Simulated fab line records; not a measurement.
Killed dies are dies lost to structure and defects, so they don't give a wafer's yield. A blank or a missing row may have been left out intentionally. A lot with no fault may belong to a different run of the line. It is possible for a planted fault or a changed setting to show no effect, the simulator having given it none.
Split-lot study -- flow sfq line -- 23 wafers read from 5 lots, route of 325 steps

== THE SPLIT ==
At SFQ_TRILAYER_M1_DEP_SPUTTER_037 (material Nb, target thk 200 nm, time 133.3 s), the setting time s was moved away from the recipe's 133.3 s on 11 of the 23 wafers read, by -7.6% to +12.8%. All remaining wafers had this setting at the recipe value.

== FROM THE SPLIT TO THE READING: what the file shows between them, 6 steps ==
- SFQ_M1_RS_MEAS_909: measures by four-point-probe
- SFQ_TRILAYER_M1_LITHO_COAT_039: resist thk 600 nm (also split here: resist thk nm)
- SFQ_TRILAYER_M1_LITHO_SOFTBAKE_043
- SFQ_TRILAYER_M1_LITHO_EXPOSE_040: exposes mask M1, target cd 500 nm
- SFQ_TRILAYER_M1_LITHO_DEVELOP_041: time 60 s
- SFQ_TRILAYER_M1_BARC_OPEN_METAL_ETCH_054: etches BARC in O2, target depth 125 nm, time 41.7 s

== THE READING ==
oes product au, in a.u., at SFQ_TRILAYER_M1_ETCH_METAL_ETCH_042 (etches Nb in Cl2/Ar, stops on SiO2, target depth 240 nm, time 120 s). A value of 0.894 a.u. with a standard deviation of 0.0071 a.u. is what fault-free wafers of this fab line usually give.

wafer,"tool, chamber at the split","time s as run, s",against the recipe,"oes product au, a.u.",against lot-mates on the recipe
L075.2,"pvd sputter-06, -",133.3,recipe,0.890,-
L075.3,"pvd sputter-06, -",123.2,-7.6%,0.850,-0.037
L075.4,"pvd sputter-06, -",123.2,-7.6%,0.847,-0.040
L075.5,"pvd sputter-06, -",123.2,-7.6%,0.863,-0.024
L075.6,"pvd sputter-06, -",133.3,recipe,0.883,-
L077.1,"pvd sputter-06, -",126.8,-4.9%,0.858,-0.037
L077.2,"pvd sputter-06, -",133.3,recipe,0.901,-
L077.4,"pvd sputter-06, -",126.8,-4.9%,0.864,-0.031
L077.5,"pvd sputter-06, -",133.3,recipe,0.892,-
L077.6,"pvd sputter-06, -",133.3,recipe,0.893,-
L079.1,"pvd sputter-03, -",133.3,recipe,0.901,-
L079.4,"pvd sputter-03, -",133.3,recipe,0.889,-
L079.6,"pvd sputter-03, -",133.3,recipe,0.887,-
L080.1,"pvd sputter-04, -",133.3,recipe,0.890,-
L080.2,"pvd sputter-04, -",133.3,recipe,0.901,-
L080.3,"pvd sputter-04, -",147.9,+11.0%,0.944,+0.048
L080.5,"pvd sputter-04, -",147.9,+11.0%,0.955,+0.059
L080.6,"pvd sputter-04, -",147.9,+11.0%,0.948,+0.052
L084.1,"pvd sputter-06, -",150.4,+12.8%,0.958,+0.062
L084.2,"pvd sputter-06, -",133.3,recipe,0.890,-
L084.3,"pvd sputter-06, -",133.3,recipe,0.902,-
L084.5,"pvd sputter-06, -",150.4,+12.8%,0.972,+0.076
L084.6,"pvd sputter-06, -",150.4,+12.8%,0.949,+0.053

FIT RESULTS
A straight line over all 23 wafers: oes product au changes by +0.00526 a.u. for each +1% of time s; r = +0.98; the points scatter about the line by 0.007 a.u.
The same after taking each lot's own level away (the mean of its wafers on the recipe; 23 wafers): +0.00495 a.u. for each +1%; r = +0.98; scatter 0.0072 a.u.
Per that fit: largest time s move, reading shift of 0.063 a.u.
From 0.8865 to 0.8960 a.u.: that is the span of the lots' own levels, equal to 1.3 times the standard deviation above.
Consequently the slope shifts little with the lot-to-lot level, the two slopes agreeing.
Check: +0.0633 a.u. against its lot-mates is what the line predicts for one of the wafers moved furthest among these (+12.8%) when that wafer is left out of the fit. It came out at +0.062 a.u. against them.

== FURTHER SPLITS ON THESE WAFERS ==
Before the reading, these wafers also passed through other splits. Each is held against what the fit with the lots' levels taken away leaves over:
other split on the same wafers,wafers away from the commonest value,r with oes product au (lot level and that fit taken away)
SFQ_TRILAYER_L0_LITHO_COAT_005 spin rpm,8,+0.12
SFQ_TRILAYER_L0_LITHO_PEB_008 peb time s,11,-0.09
SFQ_TRILAYER_L0_CAP_PECVD_011 time s,5,+0.20
SFQ_TRILAYER_L0_VIA_LITHO_PEB_016 peb temp c,8,+0.35
SFQ_TRILAYER_M0_LITHO_PEB_024 peb temp c,10,-0.18
SFQ_TRILAYER_M1_LITHO_COAT_039 resist thk nm,4,-0.06

== THE WHOLE CHAIN: every reading that the file lists as answering this split, in the file's order ==
step,what it does,reading,change (the file's fit),r (the file's)
SFQ_TRILAYER_M1_DEP_SPUTTER_037,"material Nb, target thk 200 nm, time 133.3 s","Nb_of_TRILAYER_M1_DEP_SPUTTER_037.thk nm (the simulator's own value, which no gauge read)",+1.99 nm for each +1% of the setting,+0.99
SFQ_M1_RS_MEAS_909,measures by four-point-probe,M1_NB_RS,-0.00842 for each +1% of the setting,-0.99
SFQ_TRILAYER_M1_ETCH_METAL_ETCH_042,"etches Nb in Cl2/Ar, stops on SiO2, target depth 240 nm, time 120 s",oes product au,+0.00499 a.u. for each +1% of the setting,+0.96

== THE FILE'S OWN FIT ==
oes product au changes by +0.00499 a.u. for each +1% of time s, r = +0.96.
